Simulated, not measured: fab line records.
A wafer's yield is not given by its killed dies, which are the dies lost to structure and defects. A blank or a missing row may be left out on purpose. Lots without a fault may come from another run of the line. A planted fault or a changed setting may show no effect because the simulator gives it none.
Split-lot trial -- flow gf180mcu -- on a route of 602 steps: 5 lots, 23 wafers read

THE SPLIT
At GF_NSD_IMPLANT_09, the setting energy-kev was moved away from the recipe's 60 on 5 of the 23 wafers read, by -6.5% to -3.1%. The other wafers ran this setting at the recipe's value.

The reading comes from the split's own step.

THE READING
The simulator's own value implant.drp-nm, read by no gauge, in nm at GF_NSD_IMPLANT_09. The file does not state a usual value for it.

wafer,"tool, chamber at the split",energy-kev as run,against the recipe,"implant.drp-nm, nm",against lot-mates on the recipe
L076.2,"implanter-02, 0",56.08,-6.5%,15.34,-0.81
L076.4,"implanter-02, 0",56.08,-6.5%,15.34,-0.81
L076.5,"implanter-02, 0",56.08,-6.5%,15.34,-0.81
L076.3,"implanter-02, 0",60,recipe,16.15,-
L076.6,"implanter-02, 0",60,recipe,16.15,-
L079.2,"implanter-03, 0",60,recipe,16.15,-
L079.3,"implanter-03, 0",60,recipe,16.15,-
L079.6,"implanter-03, 0",60,recipe,16.15,-
L082.2,"implanter-01, 0",60,recipe,16.15,-
L082.3,"implanter-01, 0",60,recipe,16.15,-
L082.4,"implanter-01, 0",60,recipe,16.15,-
L082.5,"implanter-01, 0",60,recipe,16.15,-
L082.6,"implanter-01, 0",60,recipe,16.15,-
L083.1,"implanter-03, 0",60,recipe,16.15,-
L083.3,"implanter-03, 0",60,recipe,16.15,-
L083.4,"implanter-03, 0",60,recipe,16.15,-
L083.5,"implanter-03, 0",60,recipe,16.15,-
L083.6,"implanter-03, 0",60,recipe,16.15,-
L084.1,"implanter-03, 0",58.11,-3.1%,15.76,-0.39
L084.6,"implanter-03, 0",58.11,-3.1%,15.76,-0.39
L084.3,"implanter-03, 0",60,recipe,16.15,-
L084.4,"implanter-03, 0",60,recipe,16.15,-
L084.5,"implanter-03, 0",60,recipe,16.15,-

FIT RESULTS
A straight line over all 23 wafers: implant.drp-nm changes by +0.124 nm for each +1% of energy-kev; r = +1.00; the points scatter about the line by 0.00015 nm.
The same after taking each lot's own level away (the mean of its wafers on the recipe; 23 wafers): +0.124 nm for each +1%; r = +1.00; scatter 0.00015 nm.
That fit puts the effect of the largest move of energy-kev on the reading at 0.81 nm.
The lots' own levels span 16.150 to 16.150 nm.
Hence the lot-to-lot level has little effect on the slope; both slopes agree.
Check: for one of the wafers moved furthest among these (-6.5%), held out of the fit, the line's prediction against its lot-mates is -0.81 nm. Against them it came out at -0.81 nm.

FURTHER SPLITS ON THESE WAFERS
Before the reading, these wafers also passed through other splits. Each is held against what the fit with the lots' levels taken away leaves over:
other split on the same wafers,wafers away from the commonest value,r with implant.drp-nm (lot level and that fit taken away)
GF_VT_IMPLANT_IMPLANT_30 energy-kev,6,+0.08
GF_VT_IMPLANT_COAT_35 resist-thk-nm,5,-0.29
GF_POLY_GATE_EXPOSE_07 dose-mj,7,-0.08
GF_POLY_GATE_ETCH_12 source-w,10,+0.10
GF_POLY_GATE_OXIDATION_16 temp-c,18,-0.39
GF_HV_LDD_DEVELOP_06 develop-time-s,10,+0.27
GF_HV_LDD_CVD_56 temp-c,15,+0.46

THE WHOLE CHAIN: every reading that the file lists as answering this split, in the file's order
step,what it does,reading,change (the file's fit),r (the file's)
GF_NSD_IMPLANT_09,,"implant.rp-nm (the simulator's own value, which no gauge read)",+0.309 nm for each +1% of the setting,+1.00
GF_NSD_IMPLANT_09,,"implant.drp-nm (the simulator's own value, which no gauge read)",+0.124 nm for each +1% of the setting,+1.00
GF_NSD_STRIP_11,strips in O2/N2,strip-time-to-endpoint-s,withheld for each +1% of the setting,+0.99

FILE'S OWN FIT
implant.drp-nm changes by +0.124 nm for each +1% of energy-kev, r = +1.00.
